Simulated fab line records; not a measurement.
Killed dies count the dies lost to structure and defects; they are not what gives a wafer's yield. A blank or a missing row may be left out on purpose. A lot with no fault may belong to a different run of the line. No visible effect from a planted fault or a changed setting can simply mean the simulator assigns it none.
Which tool did it? | flow gf180mcu | 42 wafers from 14 lots sampled at 3 of the route's 602 steps

== WHAT THE GAUGES SHOWED, per wafer ==
GF_MIM_THK_MEAS_11: measures by xrf.
lot  | measured     | on           | MIM_ALCU_THK (nm)
L238 | day 25 00:52 | filmMetro-04 | 201.8 203.6 203.0
L239 | day 25 05:41 | filmMetro-03 | 196.4 193.9 197.0
L240 | day 25 21:52 | filmMetro-03 | 197.5 199.5 198.8
L241 | day 26 07:03 | filmMetro-04 | 193.5 196.2 197.0
L243 | day 26 22:53 | filmMetro-03 | 201.8 200.0 196.6
L244 | day 27 17:30 | filmMetro-04 | 198.7 199.5 200.6
L247 | day 28 13:28 | filmMetro-03 | 199.4 199.3 201.4
L248 | day 28 15:10 | filmMetro-04 | 199.1 202.3 199.0
L250 | day 29 06:59 | filmMetro-04 | 199.9 195.9 196.8
L251 | day 29 08:18 | filmMetro-04 | 201.2 199.1 199.0
L253 | day 30 00:54 | filmMetro-03 | 198.8 198.4 196.7
L254 | day 30 08:29 | filmMetro-01 | 194.8 194.8 193.9
L258 | day 31 01:59 | filmMetro-04 | 196.5 196.8 197.0
L259 | day 31 08:35 | filmMetro-03 | 196.7 199.7 198.7

GF_V5_THK_MEAS_01.
lot  | measured     | on           | V5_CVD_00_THK (nm)
L238 | day 26 19:52 | filmMetro-02 | 302 304 302
L239 | day 26 23:54 | filmMetro-01 | 298 298 300
L240 | day 27 16:04 | filmMetro-01 | 303 299 303
L241 | day 28 00:47 | filmMetro-02 | 298 298 299
L243 | day 28 15:21 | filmMetro-01 | 299 300 299
L244 | day 29 09:07 | filmMetro-03 | 304 305 306
L247 | day 30 03:59 | filmMetro-03 | 305 298 299
L248 | day 30 05:44 | filmMetro-02 | 300 304 301
L250 | day 30 20:05 | filmMetro-02 | 297 296 294
L251 | day 30 20:40 | filmMetro-01 | 303 296 297
L253 | day 31 12:52 | filmMetro-02 | 295 294 298
L254 | day 31 21:22 | filmMetro-03 | 300 296 300
L258 | day 32 13:06 | filmMetro-01 | 302 300 299
L259 | day 32 19:38 | filmMetro-01 | 305 308 303

== TOOL THAT RAN EACH LOT (tool first, then ch and the chambers of the sampled wafers, then the start) ==
lot  | GF_M5_STRIP_11
L238 | plasmaAsher-03 ch 0,1, day 26 19:09
L239 | plasmaAsher-02 ch 0,1, day 26 23:20
L240 | plasmaAsher-04 ch 0,1, day 27 15:23
L241 | plasmaAsher-03 ch 0,1, day 28 00:13
L243 | plasmaAsher-04 ch 0,1, day 28 14:47
L244 | plasmaAsher-03 ch 0,1, day 29 08:32
L247 | plasmaAsher-03 ch 0,1, day 30 03:25
L248 | plasmaAsher-04 ch 0,1, day 30 05:10
L250 | plasmaAsher-03 ch 0,1, day 30 19:31
L251 | plasmaAsher-02 ch 0,1, day 30 20:05
L253 | plasmaAsher-04 ch 0,1, day 31 12:19
L254 | plasmaAsher-04 ch 0,1, day 31 20:46
L258 | plasmaAsher-03 ch 0,1, day 32 12:28
L259 | plasmaAsher-03 ch 0,1, day 32 19:04
- GF_M5_STRIP_11: strips in O2/N2.

== WHAT THE TOOLS THEMSELVES READ (means of the sampled wafers that have a number; where no wafer has one, the mark that the record gives instead) ==
GF_M5_STRIP_11.
lot  | tool           | drypumpMotorCurrentA (A) | heaterPowerW (W) | oesProductAu (a.u.) | stripTimeToEndpointS (s)
L238 | plasmaAsher-03 | 5.0                      | 350              | 0.542               | 7.46
L239 | plasmaAsher-02 | 5.4                      | 329              | 0.543               | 7.57
L240 | plasmaAsher-04 | 6.0                      | 315              | 0.542               | 7.46
L241 | plasmaAsher-03 | 5.0                      | 352              | 0.543               | 7.58
L243 | plasmaAsher-04 | 6.0                      | 316              | 0.540               | 7.51
L244 | plasmaAsher-03 | 5.0                      | 365              | 0.543               | 7.58
L247 | plasmaAsher-03 | 5.1                      | 368              | 0.546               | 7.57
L248 | plasmaAsher-04 | 6.0                      | 314              | 0.547               | 7.55
L250 | plasmaAsher-03 | 5.0                      | 367              | 0.541               | 7.54
L251 | plasmaAsher-02 | 5.3                      | 317              | 0.544               | 7.49
L253 | plasmaAsher-04 | 6.0                      | 317              | 0.547               | 7.58
L254 | plasmaAsher-04 | 6.0                      | 315              | 0.544               | 7.53
L258 | plasmaAsher-03 | 5.0                      | 357              | 0.550               | 7.54
L259 | plasmaAsher-03 | 5.0                      | 356              | 0.545               | 7.60

== THE ANSWER, worked out from the rows above alone ==
Rule: the lots themselves supply what counts as usual. Put in order of their means at a reading, lots are off if they are a third of the lots or fewer, leave a main group of 4 or more, and stand apart from it by a gap of 3 or more times the standard deviation of the main group's means; of several such gaps the widest counts. If all means in a main group match to the digits the tables above print for the reading, that group is not used. A lot without any number at a reading at which 4 lots or more have one is off too. Any other lot the step has rows for is counted as sound. The gauges are gone through in route order, then the tools' own readings, and for those a lot's mean is taken as printed above. At the first step where some lot is off, the reading lying furthest off is the one used; lots without a number count as furthest.
Across all readings shown, no lot is off: no conclusion can be drawn from this.

== WHAT HAD BEEN PUT IN BY THE SIMULATOR ==
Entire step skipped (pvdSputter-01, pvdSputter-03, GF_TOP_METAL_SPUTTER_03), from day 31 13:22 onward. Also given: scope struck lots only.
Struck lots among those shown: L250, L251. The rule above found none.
